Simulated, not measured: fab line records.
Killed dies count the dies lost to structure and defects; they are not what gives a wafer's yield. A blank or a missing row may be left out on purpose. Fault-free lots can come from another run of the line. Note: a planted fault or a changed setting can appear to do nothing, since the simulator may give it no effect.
Problem report, 8D (eight disciplines) form, completed by code | flow sky130 | the parts of the form that need people (team, actions taken, sign-off) are left out

## 1. THE PROBLEM
At SKY_PAD_OPEN_PROBE_99, killed_at_front_end averages 50 over 6 wafers from 2 lots, while fault-free wafers read 15, standard deviation 4. Relative to the usual mean, that is a shift of +8.8 standard deviations.
Seen first at day 50 06:18 on prober-02, wafer L440.1. The record holds 6 wafers of 2 lots with a number at this step. The rule behind "out" and "out of limits": a value lying over 4 standard deviations away from the usual mean. The other wafers with a number count as sound.

## 2. WHAT IT IS, AND WHAT IT ISN'T
question                    | is                     | is not
which readings at this step | killed_at_front_end    | killed_at_M0_to_M3, killed_at_M4_up, killed_at_contacts, killed_open, killed_short
which lots                  | L440, L442             | -
which wafers of those lots  | all that have a number | -
read on which tools         | prober-02              | -
when                        | from day 50 06:18      | up to then (0 sound wafers)

## 3. SUSPECTS, AND WHAT RULES EACH OUT
Counting: any tool at a process step up to the reading is kept as a suspect provided that every lot that is out went through it and no sound lot did after the first of them.
- rie_diel-03 at SKY_FIELD_ISO_ETCH_14 (etches BARC in N2/H2, stops on SiO2, time 45.9 s, target depth 60 nm): kept. It ran every lot that is out, first L440 (day 6 02:34), and no sound lot after that.
- prober-02 at SKY_PAD_OPEN_PROBE_99: kept. It ran every lot that is out, first L440 (day 50 06:18), and no sound lot after that. Its own readings are out on those wafers: killed_at_front_end.
After counting, rie_diel-03 at SKY_FIELD_ISO_ETCH_14 and prober-02 at SKY_PAD_OPEN_PROBE_99 remain.

## 4. THE CAUSE (what the simulator had put in)
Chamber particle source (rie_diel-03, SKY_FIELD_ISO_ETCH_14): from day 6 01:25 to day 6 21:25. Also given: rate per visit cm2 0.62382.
Counting left 2 suspects, and this tool is among them.

## 5. THE EFFECT CHAIN, in route order
One row per reading whose mean, taken over the struck wafers that have a number, lies over 3 standard deviations from the usual. Only readings whose record carries a usual standard deviation are examined. hours: median over the lots of the time between each lot's start at the first step of this table that gives one and its start at this step. sigmas: the change, counted in usual standard deviations.
hours | step                  | reading             | usual | on struck wafers | change | sigmas
0     | SKY_PAD_OPEN_PROBE_99 | killed_at_front_end | 15    | 50               | +35    | +8.8
0     | SKY_PAD_OPEN_PROBE_99 | killed_dies         | 84    | 122              | +38    | +3.9
The process steps in it:
- SKY_PAD_OPEN_PROBE_99

## 6. HOW IT WOULD HAVE BEEN CAUGHT EARLIER
In this record no reading fell out of limits until day 50 06:18, 1061 hours after the fault had begun at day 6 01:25.
Of the tool readings at SKY_FIELD_ISO_ETCH_14 for which the record gives a usual standard deviation, none was out on any struck wafer, so an alarm limit of 4 standard deviations on them would not have fired.
The start of SKY_FIELD_ISO_ETCH_14 on rie_diel-03 came by day 50 06:18 for every one of the lots that are out (2). Tool hold at that time: it would have spared none of them.
